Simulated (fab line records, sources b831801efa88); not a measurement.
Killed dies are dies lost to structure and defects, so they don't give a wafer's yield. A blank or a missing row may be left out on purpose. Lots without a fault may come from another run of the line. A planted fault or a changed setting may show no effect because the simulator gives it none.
Which tool did it? | flow sky130 | 6 lots, 18 wafers sampled, at 2 steps of a route of 708

WHAT THE GAUGES READ, wafer by wafer
SKY_SONOS_ONO_THK_MEAS_05.
lot  | measured     | on            | SONOS_ONO_CVD_04_THK (nm)
L262 | day 12 20:13 | film_metro-03 | 5.74 5.76 5.73
L268 | day 14 13:32 | film_metro-01 | 5.60 5.63 5.69
L276 | day 17 06:08 | film_metro-02 | 5.67 5.75 5.67
L278 | day 17 08:00 | film_metro-03 | 5.78 5.76 5.82
L280 | day 18 11:01 | film_metro-01 | 5.89 5.99 5.93
L282 | day 18 21:58 | film_metro-02 | 5.52 5.58 5.67

WHICH TOOL RAN EACH LOT (tool, then ch and the chambers of the sampled wafers, then the start)
lot  | SKY_VT_ADJUST_LVTN_STRIP_09
L262 | plasma_asher-04 ch 0,1, day 7 21:47
L268 | plasma_asher-03 ch 0,1, day 9 10:22
L276 | plasma_asher-04 ch 0,1, day 11 08:10
L278 | plasma_asher-04 ch 0,1, day 11 17:43
L280 | plasma_asher-03 ch 0,1, day 12 15:58
L282 | plasma_asher-01 ch 0,1, day 12 23:53
- SKY_VT_ADJUST_LVTN_STRIP_09: strips in O2/N2.

THE ANSWER, worked out from the rows above alone
Rule: what is usual is taken from the lots themselves. Put in order of their means at a reading, lots are off if they are a third of the lots or fewer, leave a main group of 4 or more, and stand apart from it by a gap of 3 or more times the standard deviation of the main group's means; of several such gaps the widest counts. A main group whose means are all the same, to the digits that the tables above print for the reading, isn't used. A lot without any number at a reading at which 4 lots or more have one is off too. The other lots that the step has rows for count as sound.
No lot is off at any reading shown: from this, nothing can be told.

WHAT THE SIMULATOR HAD PUT IN
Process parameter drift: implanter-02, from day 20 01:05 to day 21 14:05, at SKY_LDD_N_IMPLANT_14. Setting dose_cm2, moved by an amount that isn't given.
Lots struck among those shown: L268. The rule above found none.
